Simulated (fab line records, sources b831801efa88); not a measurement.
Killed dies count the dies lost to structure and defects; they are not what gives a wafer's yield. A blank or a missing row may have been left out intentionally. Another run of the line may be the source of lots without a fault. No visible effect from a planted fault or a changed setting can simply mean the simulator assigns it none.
fab line records	flow sky130
record lots=13	wafers=39	lastDay=50
route steps=708 shown METAL4@601 CAP2M@607 PASSIVATION@681 PAD_OPEN@708
lots untouched by any fault: they come from a run of this same line in which no faults occurred
startH: the number of hours between the record's first day and the start of the first shown wafer of the lot	waitH: hours from the lot's prior step to this one	" unchanged from the row above	L1.1+2: one row covering several wafers at once	- no value present, or no start provided	* or withheld: withheld	< > ~ a bound
route shown NAME@n: NAME is a module with steps in the file, n the number in the route of the first one	usual: mean/standard deviation of fault-free wafers	same: alike in all rows	chamber/n: place in a boat	sites: readings site by site	_std_site: standard deviation across them	_edge_site: mean of outer sites minus mean of inner sites	radiusMm: how far each site lies from the wafer's centre	mask NAME#n: copy n	behind: the last tool/chamber to shape the wafer	hold: reason for holding the lot/hours on hold/outcome of the hold	device: names the non-switching transistor (n, p or np)	end of line: the same wafers' tests at the end of the route	step lacking rows: just its recipe	killed: count of dies lost to structure and defects at first sort (not the wafer's yield)	map: shows each die of a wafer: x if killed, . if not, _ if none is there
set.NAME: the run value of the setting; set.NAME@STEP: its run value at that earlier step	model.NAME: the simulator's own value behind a step, which no gauge read
one table for each step of the route and one row for each wafer, over a sample of lots
services: a tool's chamber out of use, with start hour (startH, from the record's first day; less than 0 if before it), hours out, and reason
## steps
# step SKY_METAL4_SPUTTER_03
# recipe material=Ti	targetThkNm=5	powerW=3000	timeS=3.3	chamberPressurePa=0.4
# usual throttleValvePct=29.8/0.86
lot.wafer	tool	chamber	startH	waitH	throttleValvePct
L696.1	pvdSputter-04	-	921.00	0.0	29.7
L696.3	"	-	"	"	30.0
L696.5	"	-	"	"	27.9
L697.1	pvdSputter-01	-	923.60	0.0	30.9
L697.3	"	-	"	"	30.4
L697.5	"	-	"	"	29.3
L698.2	pvdSputter-04	-	940.24	0.0	27.9
L698.3	"	-	"	"	30.2
L698.4	"	-	"	"	30.0
L699.1	pvdSputter-02	-	943.18	0.0	30.4
L699.3	"	-	"	"	30.6
L699.6	"	-	"	"	29.4
L701.2	pvdSputter-04	-	972.57	0.0	30.1
L701.4	"	-	"	"	27.9
L701.5	"	-	"	"	29.8
L702.2	pvdSputter-01	-	978.04	0.0	28.6
L702.3	"	-	"	"	30.8
L702.4	"	-	"	"	29.4
L703.2	pvdSputter-01	-	981.70	0.0	30.8
L703.3	"	-	"	"	30.4
L703.6	"	-	"	"	29.3
L704.2	pvdSputter-02	-	994.09	0.0	29.3
L704.3	"	-	"	"	30.9
L704.4	"	-	"	"	30.6
L709.2	pvdSputter-02	-	1027.45	0.0	30.8
L709.3	"	-	"	"	30.2
L709.5	"	-	"	"	30.6
L715.3	pvdSputter-04	-	1055.25	0.0	30.1
L715.4	"	-	"	"	28.3
L715.5	"	-	"	"	27.9
L714.1	pvdSputter-04	-	1058.30	0.0	27.8
L714.3	"	-	"	"	29.6
L714.4	"	-	"	"	30.0
L717.1	pvdSputter-02	-	1068.86	0.0	29.3
L717.2	"	-	"	"	30.6
L717.4	"	-	"	"	30.8
L718.1	pvdSputter-02	-	1071.34	0.0	30.2
L718.2	"	-	"	"	29.4
L718.3	"	-	"	"	30.9
# step SKY_CAP2M_THK_MEAS_04
# recipe thkMeasGauge=xrf	reads=TiN_of_CAP2M_SPUTTER_02
# usual CAP2M_TIN_THK=197.7/2.2
lot.wafer	tool	chamber	startH	waitH	CAP2M_TIN_THK[nm]
L696.1	filmMetro-01	-	921.38	0.1	197.6
L696.3	"	-	"	"	200.4
L696.5	"	-	"	"	195.1
L697.1	filmMetro-02	-	923.99	0.1	196.3
L697.3	"	-	"	"	199.5
L697.5	"	-	"	"	198.3
L698.2	filmMetro-02	-	940.63	0.1	199.4
L698.3	"	-	"	"	198.4
L698.4	"	-	"	"	198.1
L699.1	filmMetro-02	-	943.70	0.1	200.3
L699.3	"	-	"	"	199.9
L699.6	"	-	"	"	200.2
L701.2	filmMetro-01	-	972.96	0.1	196.3
L701.4	"	-	"	"	197.7
L701.5	"	-	"	"	196.3
L702.2	filmMetro-01	-	978.44	0.1	197.9
L702.3	"	-	"	"	200.5
L702.4	"	-	"	"	198.7
L703.2	filmMetro-01	-	982.09	0.1	198.2
L703.3	"	-	"	"	196.3
L703.6	"	-	"	"	196.3
L704.2	filmMetro-04	-	994.48	0.1	196.4
L704.3	"	-	"	"	196.7
L704.4	"	-	"	"	198.6
L709.2	filmMetro-01	-	1027.85	0.1	198.1
L709.3	"	-	"	"	200.0
L709.5	"	-	"	"	195.6
L715.3	filmMetro-04	-	1055.65	0.1	194.3
L715.4	"	-	"	"	196.0
L715.5	"	-	"	"	194.5
L714.1	filmMetro-01	-	1058.69	0.1	198.4
L714.3	"	-	"	"	196.8
L714.4	"	-	"	"	194.8
L717.1	filmMetro-04	-	1069.24	0.1	200.3
L717.2	"	-	"	"	200.7
L717.4	"	-	"	"	197.6
L718.1	filmMetro-01	-	1071.72	0.1	197.9
L718.2	"	-	"	"	199.9
L718.3	"	-	"	"	197.7
# step SKY_METAL4_OVL_MEAS_14
# usual METAL4_OVL=1/5.1
lot.wafer	tool	chamber	startH	waitH	METAL4_OVL[nm]
L696.1	overlay-02	-	970.55	0.1	2
L696.3	"	-	"	"	2
L696.5	"	-	"	"	5
L697.1	overlay-02	-	972.49	0.1	5
L697.3	"	-	"	"	5
L697.5	"	-	"	"	-1
L698.2	overlay-02	-	989.15	0.1	1
L698.3	"	-	"	"	3
L698.4	"	-	"	"	-2
L699.1	overlay-01	-	992.05	0.1	2
L699.3	"	-	"	"	6
L699.6	"	-	"	"	5
L701.2	overlay-01	-	1020.25	0.1	5
L701.4	"	-	"	"	5
L701.5	"	-	"	"	4
L702.2	overlay-01	-	1025.55	0.1	8
L702.3	"	-	"	"	13
L702.4	"	-	"	"	6
L703.2	overlay-01	-	1028.37	0.1	-5
L703.3	"	-	"	"	-8
L703.6	"	-	"	"	-3
L704.2	overlay-01	-	1040.45	0.1	2
L704.3	"	-	"	"	1
L704.4	"	-	"	"	2
L709.2	overlay-01	-	1071.56	0.1	3
L709.3	"	-	"	"	5
L709.5	"	-	"	"	3
L715.3	overlay-01	-	1096.75	0.1	9
L715.4	"	-	"	"	4
L715.5	"	-	"	"	8
L714.1	overlay-01	-	1099.15	0.1	-4
L714.3	"	-	"	"	-7
L714.4	"	-	"	"	-1
L717.1	overlay-01	-	1110.06	0.1	-5
L717.2	"	-	"	"	-2
L717.4	"	-	"	"	-6
L718.1	overlay-01	-	1112.19	0.1	-2
L718.2	"	-	"	"	-2
L718.3	"	-	"	"	-3
# step SKY_PASSIVATION_CVD_00
# recipe material=SiO2	targetThkNm=90	tempC=400	timeS=withheld	rfW=600
# usual heaterPowerW=701/81
lot.wafer	tool	chamber	startH	waitH	heaterPowerW
L696.1	pecvd-02	2	1020.92	0.0	723
L696.3	"	1	"	"	679
L696.5	"	0	"	"	660
L697.1	pecvd-03	2	1022.67	0.0	713
L697.3	"	0	"	"	853
L697.5	"	2	"	"	689
L698.2	pecvd-02	0	1037.88	0.0	671
L698.3	"	1	"	"	640
L698.4	"	1	"	"	624
L699.1	pecvd-02	2	1040.97	0.0	621
L699.3	"	1	"	"	676
L699.6	"	0	"	"	580
L701.2	pecvd-02	2	1067.33	0.0	741
L701.4	"	1	"	"	708
L701.5	"	0	"	"	610
L702.2	pecvd-02	1	1073.62	0.0	723
L702.3	"	0	"	"	646
L702.4	"	1	"	"	729
L703.2	pecvd-03	0	1075.14	0.0	795
L703.3	"	1	"	"	584
L703.6	"	2	"	"	703
L704.2	pecvd-02	2	1086.79	0.0	662
L704.3	"	1	"	"	704
L704.4	"	2	"	"	672
L709.2	pecvd-02	2	1114.47	0.0	767
L709.3	"	0	"	"	654
L709.5	"	0	"	"	681
L715.3	pecvd-03	1	1140.06	0.0	677
L715.4	"	0	"	"	790
L715.5	"	0	"	"	821
L714.1	pecvd-03	0	1141.18	0.0	756
L714.3	"	0	"	"	770
L714.4	"	1	"	"	578
L717.1	pecvd-04	2	1151.81	0.0	667
L717.2	"	0	"	"	880
L717.4	"	0	"	"	846
L718.1	pecvd-03	1	1154.62	0.0	649
L718.2	"	2	"	"	621
L718.3	"	0	"	"	802
# step SKY_PAD_OPEN_PROBE_99
# usual defectLimitedYield=82.5/1.9	killed_at_M0_to_M3=44/7.3	killed_at_M4_up=3.1/1.9	killedAtContacts=24/5.3	killedAtFrontEnd=15/4	killedAtOther=0.4/0.6	killedDies=86/9.2	killedOpen=47/6.9	killedShort=39/6.9	sort_bin_3_pad_short=0.8/0.41	sort_bin_5_function=10.6/1.5	sort_bin_6_memory=6.1/1.1	sortNPass=406/9.2	sortYieldPct=82.5/1.9
# same grossDies=492	killedAtBackSide=0	sort_bin_4_leakage[%]=0	sort_bin_8_speed[%]=0
lot.wafer	tool	chamber	startH	waitH	defectLimitedYield[%]	killed_at_M0_to_M3	killed_at_M4_up	killedAtContacts	killedAtFrontEnd	killedAtOther	killedDies	killedOpen	killedShort	sort_bin_3_pad_short[%]	sort_bin_5_function[%]	sort_bin_6_memory[%]	sortNPass	sortYieldPct[%]
L704.2	prober-02	-	1124.57	0.1	72.2	43	4	21	14	55	137	39	43	2.0	17.7	8.1	355	72.2
L704.3	prober-02	-	1124.62	0.2	73.4	29	1	37	13	51	131	49	31	3.0	17.5	6.1	361	73.4
L704.4	prober-02	-	1124.67	0.2	73.6	35	2	26	18	49	130	39	42	3.5	17.5	5.5	362	73.6
L709.2	prober-02	-	1154.76	0.1	74.0	39	3	16	10	60	128	42	26	3.3	15.7	7.1	364	74.0
L709.3	prober-02	-	1154.81	0.2	72.8	37	7	28	14	48	134	41	45	2.2	17.9	7.1	358	72.8
L709.5	prober-02	-	1154.91	0.2	76.4	37	3	10	14	52	116	33	31	2.4	15.9	5.3	376	76.4
# killed by level:class
L704.2 PASSIVATION:unspecified=55 VIA1:geometricParticle:open=10 CONTACT:geometricParticle:open=9 METAL1:geometricParticle:short=7 METAL2:geometricParticle:short=7 VIA1:geometricParticle:short=6 POLY_GATE:geometricParticle:short=5 LI_CONTACT:geometricParticle:open=5
L704.3 PASSIVATION:unspecified=51 CONTACT:geometricParticle:open=18 METAL2:geometricParticle:short=8 CONTACT:geometricParticle:short=7 LI_CONTACT:geometricParticle:open=6 VIA1:geometricParticle:open=6 FIELD_ISO:geometricParticle:open=4 POLY_GATE:geometricParticle:open=4
L704.4 PASSIVATION:unspecified=49 CONTACT:geometricParticle:open=11 POLY_GATE:geometricParticle:short=8 VIA2:geometricParticle:open=8 LOCAL_INTERCONNECT:geometricParticle:short=5 CONTACT:geometricParticle:short=5 METAL1:geometricParticle:short=5 VIA3:geometricParticle:open=5
L709.2 PASSIVATION:unspecified=60 VIA1:geometricParticle:open=10 LI_CONTACT:geometricParticle:open=8 VIA3:geometricParticle:short=7 FIELD_ISO:geometricParticle:open=5 VIA2:geometricParticle:open=5 VIA3:geometricParticle:open=5 CONTACT:geometricParticle:open=4
L709.3 PASSIVATION:unspecified=48 CONTACT:geometricParticle:open=10 LI_CONTACT:geometricParticle:open=6 VIA1:geometricParticle:open=6 METAL2:geometricParticle:short=6 VIA2:geometricParticle:open=6 CONTACT:geometricParticle:short=5 METAL1:geometricParticle:short=5
L709.5 PASSIVATION:unspecified=52 VIA1:geometricParticle:open=7 METAL1:geometricParticle:short=6 VIA3:geometricParticle:open=6 VIA1:geometricParticle:short=5 METAL2:geometricParticle:short=5 CONTACT:geometricParticle:open=4 VIA2:geometricParticle:open=4
## services
tool	chamber	startH	hours	kind
pecvd-04	-	898.81	1.9	repair
pecvd-02	-	905.45	2.7	repair
pvdSputter-01	-	924.06	0.8	repair
pecvd-02	2	936.73	10.6	repair
pecvd-03	-	940.84	0.8	pm
pvdSputter-04	-	942.47	0.9	repair
pvdSputter-02	-	951.73	0.9	repair
pvdSputter-04	-	962.60	4.6	repair
pecvd-03	0	1004.51	6.2	repair
pecvd-04	-	1013.90	1.2	repair
pecvd-02	1	1022.53	5.5	scheduledDown
pecvd-03	-	1052.02	2.8	pm
pecvd-02	2	1063.48	2.5	repair
pecvd-04	1	1065.07	4.0	repair
pvdSputter-01	-	1066.16	3.6	repair
pvdSputter-01	-	1078.77	29.8	repair
pecvd-03	2	1087.92	3.4	repair
pvdSputter-01	-	1107.82	5.8	repair
pvdSputter-02	-	1108.51	8.5	repair
pecvd-04	-	1116.62	6.0	pm
pecvd-02	-	1119.13	4.3	pm
pecvd-02	2	1125.25	2.1	scheduledDown
pvdSputter-02	-	1139.44	15.2	repair
pecvd-02	0	1154.56	2.1	scheduledDown
## key
firstSign step=SKY_PAD_OPEN_PROBE_99	reading=killedAtOther	direction=up	sigmas=52	usual=0.4	struck=52.5
effect step=SKY_PAD_OPEN_PROBE_99	reading=defectLimitedYield	direction=down	sigmas=4.7	usual=82.5	struck=73.7
metAt SKY_PASSIVATION_CVD_00
struckLots L704,L709
notActingAt SKY_METAL4_SPUTTER_03,SKY_CAP2M_THK_MEAS_04,SKY_METAL4_OVL_MEAS_14
onsetBetween 1073.62 1086.79
fault kind=chamberParticleSource	tool=pecvd-02	chamber=-	onsetH=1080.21	steps=SKY_PASSIVATION_CVD_00	ratePerVisitCm2=0.76487	endH=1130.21
